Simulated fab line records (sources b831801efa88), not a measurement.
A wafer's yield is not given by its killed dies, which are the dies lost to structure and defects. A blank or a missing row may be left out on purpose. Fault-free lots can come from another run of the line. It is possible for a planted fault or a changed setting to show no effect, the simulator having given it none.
fab line records -- flow sky130
[record] lots = 13, wafers = 39, last_day = 50
route steps=708 shown SONOS_TUNNEL@157 CONTACT@410 METAL1@451 VIA1@479
lots that met no fault: taken from a fault-free run of the same line
start_h: start of the lot's first displayed wafer, in hours after the record's first day -- wait_h: time in hours since the lot's previous step -- " repeats the value in the row above -- L1.1+2: one row covering several wafers at once -- - no value present, or no start provided -- * or withheld: withheld -- < > ~ a bound
route shown NAME@n: names a module that has steps shown in the file, with the first one's number in the route -- usual: mean/standard deviation of fault-free wafers -- same: alike in all rows -- chamber/n: place in a boat -- sites: the reading at each site -- _std_site: standard deviation of those values -- _edge_site: the outer-site mean with the inner-site mean subtracted -- radius_mm: how far each site lies from the wafer's centre -- mask NAME#n: copy n -- behind: tool/chamber where the wafer was last shaped -- hold: the reason the lot was held/the length of the hold in hours/how it ended -- device: the transistor (n, p or np) that didn't switch -- end of line: the same wafers' tests at the end of the route -- a step without rows: its recipe alone -- killed: dies lost to structure and defects at the first sort, not the wafer's yield -- map: the dies of a wafer, with x for killed, . for not killed, _ for no die there
set.NAME: setting as actually run; set.NAME@STEP: the setting as run at that earlier step -- model.NAME: the simulator's own value behind a step, which no gauge read
one table for each step of the route and one row for each wafer, over a sample of lots
services: when a tool's chamber went out of use (start_h, in hours from the record's first day, below 0 if earlier), for how many hours, and the reason
[[steps]]
[step SKY_SONOS_TUNNEL_SOFTBAKE_03]
[recipe] temp_c = 90, time_s = 60, resist = NOVOLAK
[usual] chill_plate_temp_C = 23.01/0.1, exhaust_pa = 45.1/0.95, run_length_s = 89.03/0.27
lot.wafer,tool,chamber,start_h,wait_h,chill_plate_temp_C,exhaust_pa,run_length_s
L850.2,litho_track-03,0,249.06,0.1,23.25,45.3,88.63
L850.3,litho_track-03,0,249.06,0.1,23.15,44.9,88.68
L850.5,litho_track-03,0,249.06,0.1,23.01,47.2,88.90
L852.2,litho_track-03,0,257.81,0.1,23.06,45.5,88.60
L852.4,litho_track-03,0,257.81,0.1,23.10,45.5,88.69
L852.5,litho_track-03,0,257.81,0.1,23.01,45.1,88.66
L853.1,litho_track-02,0,265.90,0.1,22.97,45.7,89.65
L853.2,litho_track-02,0,265.90,0.1,22.95,45.1,89.19
L853.3,litho_track-02,0,265.90,0.1,22.94,44.5,89.47
L854.2,litho_track-01,0,275.86,0.1,23.07,46.8,88.98
L854.3,litho_track-01,0,275.86,0.1,22.99,45.5,88.86
L854.5,litho_track-01,0,275.86,0.1,23.06,45.3,88.88
L855.1,litho_track-02,0,280.65,0.1,23.24,44.5,89.38
L855.4,litho_track-02,0,280.65,0.1,23.12,45.5,89.24
L855.5,litho_track-02,0,280.65,0.1,23.12,44.8,89.41
L856.1,litho_track-03,0,288.24,0.1,23.05,45.1,88.78
L856.5,litho_track-03,0,288.24,0.1,23.00,45.1,88.58
L856.6,litho_track-03,0,288.24,0.1,23.04,46.7,88.62
L857.2,litho_track-02,0,294.07,0.1,22.98,44.0,89.36
L857.3,litho_track-02,0,294.07,0.1,23.00,44.1,89.43
L857.5,litho_track-02,0,294.07,0.1,22.96,43.5,89.27
L858.1,litho_track-01,0,304.08,0.1,23.02,46.2,89.08
L858.3,litho_track-01,0,304.08,0.1,22.93,45.7,88.96
L858.5,litho_track-01,0,304.08,0.1,22.97,45.9,88.97
L865.1,litho_track-02,0,354.50,0.1,23.01,45.6,104.54
L865.2,litho_track-02,0,354.50,0.1,22.99,44.8,104.57
L865.5,litho_track-02,0,354.50,0.1,22.96,43.1,104.46
L867.2,litho_track-02,0,372.27,0.1,23.14,44.3,104.37
L867.3,litho_track-02,0,372.27,0.1,23.03,44.9,104.50
L867.5,litho_track-02,0,372.27,0.1,23.20,45.1,104.43
L869.2,litho_track-03,0,387.91,0.1,23.01,46.4,88.62
L869.3,litho_track-03,0,387.91,0.1,22.98,44.9,88.64
L869.4,litho_track-03,0,387.91,0.1,23.03,47.2,88.65
L870.1,litho_track-01,0,398.18,0.1,23.15,43.3,88.93
L870.3,litho_track-01,0,398.18,0.1,23.04,44.3,89.07
L870.4,litho_track-01,0,398.18,0.1,23.10,45.5,89.17
L871.2,litho_track-03,0,408.01,0.1,23.12,46.1,88.92
L871.3,litho_track-03,0,408.01,0.1,23.06,45.7,88.59
L871.5,litho_track-03,0,408.01,0.1,22.96,44.3,88.66
[step SKY_CONTACT_CMP_04]
[recipe] material = SiO2, down_force_psi = 4, platen_rpm = 60, pad_velocity_m_s = 0.94248
[usual] motor_current_A = 11.9/1.1, time_to_endpoint_s = 83/4
lot.wafer,tool,chamber,start_h,wait_h,motor_current_A,time_to_endpoint_s
L850.3,cmp-01,0,718.12,0.1,12.2,87
L850.2,cmp-01,1,718.12,0.1,11.0,87
L850.5,cmp-01,3,718.12,0.1,12.3,82
L852.4,cmp-01,1,729.74,0.0,11.1,87
L852.2,cmp-01,2,729.74,0.0,11.6,88
L852.5,cmp-01,1,729.74,0.0,10.8,82
L853.2,cmp-01,2,737.13,0.0,12.3,87
L853.3,cmp-01,3,737.13,0.0,12.6,81
L853.1,cmp-01,0,737.13,0.0,12.9,83
L854.3,cmp-02,2,746.13,0.2,11.5,83
L854.2,cmp-02,1,746.13,0.2,14.1,81
L854.5,cmp-02,3,746.13,0.2,11.9,82
L855.4,cmp-02,0,755.39,0.0,10.7,81
L855.1,cmp-02,1,755.39,0.0,13.8,82
L855.5,cmp-02,1,755.39,0.0,14.1,81
L856.1,cmp-01,2,774.17,0.1,12.0,88
L856.5,cmp-01,0,774.17,0.1,12.5,79
L856.6,cmp-01,1,774.17,0.1,11.8,80
L857.2,cmp-02,0,776.60,0.1,10.8,84
L857.3,cmp-02,1,776.60,0.1,14.3,80
L857.5,cmp-02,0,776.60,0.1,9.9,85
L858.1,cmp-02,2,778.13,0.5,10.7,79
L858.3,cmp-02,1,778.13,0.5,13.7,77
L858.5,cmp-02,3,778.13,0.5,11.4,76
L865.1,cmp-02,0,830.16,0.1,10.8,82
L865.2,cmp-02,2,830.16,0.1,11.2,81
L865.5,cmp-02,1,830.16,0.1,13.7,75
L867.2,cmp-01,2,847.03,0.0,12.3,90
L867.3,cmp-01,3,847.03,0.0,12.6,83
L867.5,cmp-01,2,847.03,0.0,12.2,88
L869.2,cmp-02,3,858.59,0.1,11.2,82
L869.3,cmp-02,0,858.59,0.1,10.4,89
L869.4,cmp-02,1,858.59,0.1,13.7,86
L870.3,cmp-02,0,867.37,0.1,10.7,80
L870.4,cmp-02,1,867.37,0.1,14.8,84
L870.1,cmp-02,2,867.37,0.1,10.8,81
L871.2,cmp-02,0,873.03,0.1,10.4,81
L871.3,cmp-02,1,873.03,0.1,13.8,76
L871.5,cmp-02,3,873.03,0.1,11.6,82
[step SKY_METAL1_DESCUM_17]
[recipe] chemistry = O2, source_power_w = 150, bias_power_w = 0, pressure_mtorr = 10, temp_c = 40, time_s = 8
[usual] drypump_motor_current_A = 5.8/0.45, oes_product_au = 1.003/0.007
lot.wafer,tool,chamber,start_h,wait_h,drypump_motor_current_A,oes_product_au,rf_hours_counter_h
L850.2,rie_metal-04,1,774.34,0.0,5.8,0.998,14
L850.3,rie_metal-04,1,774.34,0.0,5.8,0.990,-
L850.5,rie_metal-04,1,774.34,0.0,5.8,1.005,-
L852.2,rie_metal-01,0,785.35,0.0,6.1,1.002,14
L852.4,rie_metal-01,1,785.35,0.0,6.6,0.994,-
L852.5,rie_metal-01,1,785.35,0.0,6.6,1.000,-
L853.1,rie_metal-04,0,792.89,0.0,5.9,1.004,6
L853.2,rie_metal-04,1,792.89,0.0,5.8,1.000,14
L853.3,rie_metal-04,0,792.89,0.0,5.9,1.014,-
L854.2,rie_metal-03,1,801.29,0.0,5.1,1.005,1
L854.3,rie_metal-03,0,801.29,0.0,5.8,1.002,-
L854.5,rie_metal-03,1,801.29,0.0,5.1,1.007,-
L855.1,rie_metal-03,1,810.20,0.0,5.1,1.002,1
L855.4,rie_metal-03,1,810.20,0.0,5.1,1.006,-
L855.5,rie_metal-03,0,810.20,0.0,5.8,0.990,-
L856.1,rie_metal-01,0,830.00,0.0,6.1,0.985,16
L856.5,rie_metal-01,1,830.00,0.0,6.5,1.004,-
L856.6,rie_metal-01,0,830.00,0.0,6.1,0.988,-
L857.2,rie_metal-03,0,832.14,0.0,5.9,1.000,14
L857.3,rie_metal-03,0,832.14,0.0,5.9,0.995,-
L857.5,rie_metal-03,1,832.14,0.0,5.1,1.004,-
L858.1,rie_metal-04,0,833.25,0.0,5.9,1.005,8
L858.3,rie_metal-04,1,833.25,0.0,5.8,1.011,-
L858.5,rie_metal-04,1,833.25,0.0,5.8,1.008,-
L865.1,rie_metal-04,0,883.95,0.0,5.8,1.016,10
L865.2,rie_metal-04,0,883.95,0.0,5.9,1.000,-
L865.5,rie_metal-04,0,883.95,0.0,5.9,1.008,-
L867.2,rie_metal-04,0,901.30,0.0,5.9,1.001,11
L867.3,rie_metal-04,0,901.30,0.0,5.8,1.010,-
L867.5,rie_metal-04,0,901.30,0.0,5.9,1.003,-
L869.2,rie_metal-04,0,912.10,0.0,5.9,1.005,12
L869.3,rie_metal-04,0,912.10,0.0,5.9,1.008,-
L869.4,rie_metal-04,1,912.10,0.0,5.8,1.011,-
L870.1,rie_metal-03,1,921.40,0.0,5.1,1.007,7
L870.3,rie_metal-03,0,921.40,0.0,5.9,1.006,-
L870.4,rie_metal-03,1,921.40,0.0,5.1,1.015,-
L871.2,rie_metal-01,1,926.56,0.0,6.6,0.995,-
L871.3,rie_metal-01,1,926.56,0.0,6.6,1.010,-
L871.5,rie_metal-01,1,926.56,0.0,6.6,1.007,-
[step SKY_VIA1_CVD_21]
[recipe] material = W, target_thk_nm = 270, time_s = 80.902, temp_c = 400, pressure_torr = 40
[usual] heater_power_w = 813/100, susceptor_temp_C = 399.99/0.22
lot.wafer,tool,chamber,start_h,wait_h,heater_power_w,susceptor_temp_C
L850.2,cvd_w-01,0,802.74,0.0,838,399.74
L850.3,cvd_w-01,1,802.74,0.0,988,400.10
L850.5,cvd_w-01,1,802.74,0.0,956,399.72
L852.2,cvd_w-01,1,814.49,0.0,963,399.86
L852.4,cvd_w-01,1,814.49,0.0,927,399.77
L852.5,cvd_w-01,0,814.49,0.0,821,400.32
L853.1,cvd_w-02,1,821.81,0.0,823,399.75
L853.2,cvd_w-02,0,821.81,0.0,656,399.99
L853.3,cvd_w-02,1,821.81,0.0,823,400.30
L854.2,cvd_w-02,0,830.39,0.0,624,400.41
L854.3,cvd_w-02,0,830.39,0.0,638,400.15
L854.5,cvd_w-02,1,830.39,0.0,845,400.14
L855.1,cvd_w-02,0,838.33,0.0,648,400.30
L855.4,cvd_w-02,0,838.33,0.0,634,399.96
L855.5,cvd_w-02,0,838.33,0.0,632,400.12
L856.1,cvd_w-01,1,858.68,0.0,951,399.89
L856.5,cvd_w-01,0,858.68,0.0,827,399.80
L856.6,cvd_w-01,1,858.68,0.0,973,400.26
L857.2,cvd_w-02,1,860.82,0.0,808,399.86
L857.3,cvd_w-02,1,860.82,0.0,839,399.97
L857.5,cvd_w-02,1,860.82,0.0,838,400.29
L858.1,cvd_w-01,1,861.43,0.0,952,399.86
L858.3,cvd_w-01,0,861.43,0.0,838,399.74
L858.5,cvd_w-01,0,861.43,0.0,829,399.39
L865.1,cvd_w-01,0,911.74,0.0,822,399.93
L865.2,cvd_w-01,0,911.74,0.0,829,399.83
L865.5,cvd_w-01,0,911.74,0.0,828,400.08
L867.2,cvd_w-02,0,928.23,0.0,689,399.87
L867.3,cvd_w-02,1,928.23,0.0,825,400.01
L867.5,cvd_w-02,0,928.23,0.0,677,400.00
L869.2,cvd_w-02,0,938.68,0.0,688,399.84
L869.3,cvd_w-02,1,938.68,0.0,819,399.73
L869.4,cvd_w-02,0,938.68,0.0,698,400.09
L870.1,cvd_w-01,0,947.66,0.0,822,399.68
L870.3,cvd_w-01,0,947.66,0.0,849,400.15
L870.4,cvd_w-01,1,947.66,0.0,949,400.37
L871.2,cvd_w-02,0,953.11,0.0,681,399.94
L871.3,cvd_w-02,1,953.11,0.0,803,400.02
L871.5,cvd_w-02,1,953.11,0.0,804,400.00
[[services]]
tool,chamber,start_h,hours,kind
cmp-02,-,240.17,4.0,pm
cmp-02,-,241.36,2.7,repair
cmp-02,-,294.94,5.7,pm
cmp-02,-,301.01,1.2,repair
cmp-02,-,321.28,4.1,repair
cmp-02,-,354.35,0.2,repair
cmp-02,-,401.48,1.7,repair
cmp-02,-,424.19,2.6,pm
cmp-02,-,471.10,0.5,repair
cmp-02,-,472.16,0.4,repair
cmp-02,-,476.71,0.6,repair
cmp-02,-,485.61,1.4,repair
cmp-02,-,526.07,1.2,repair
cmp-02,-,541.85,0.9,repair
cmp-02,-,580.17,4.0,pm
cmp-02,-,586.61,4.7,repair
cmp-02,-,616.19,1.7,repair
cmp-02,-,663.94,4.0,pm
cmp-02,-,758.72,0.2,repair
cmp-02,-,791.76,1.2,repair
cmp-02,-,826.93,1.5,repair
cmp-02,-,849.84,2.2,repair
cmp-02,-,917.28,1.7,repair
cmp-02,-,920.17,4.0,pm
[[key]]
[first_sign] step = SKY_SONOS_TUNNEL_SOFTBAKE_03, reading = run_length_s, direction = up, sigmas = 58, usual = *, struck = *
effect none on later readings
met_at SKY_SONOS_TUNNEL_SOFTBAKE_03
struck_lots L865,L867
tester_left_out L865,L867
not_acting_at SKY_CONTACT_CMP_04,SKY_METAL1_DESCUM_17,SKY_VIA1_CVD_21
onset_between 294.07 354.50
[fault] kind = process_parameter_drift, tool = litho_track-02, chamber = -, onset_h = 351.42, steps = SKY_SONOS_TUNNEL_SOFTBAKE_03, channel = time_s, offset = *, shape = step, end_h = 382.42, acts_in = *, stated = *
// tester_left_out: of these lots the tester's yield and bins aren't shown, on N5 and GAA mostly nor the transistor test; their killed dies are dies lost to structure and defects alone, not to doping, threshold or leakage, so they don't give the yield
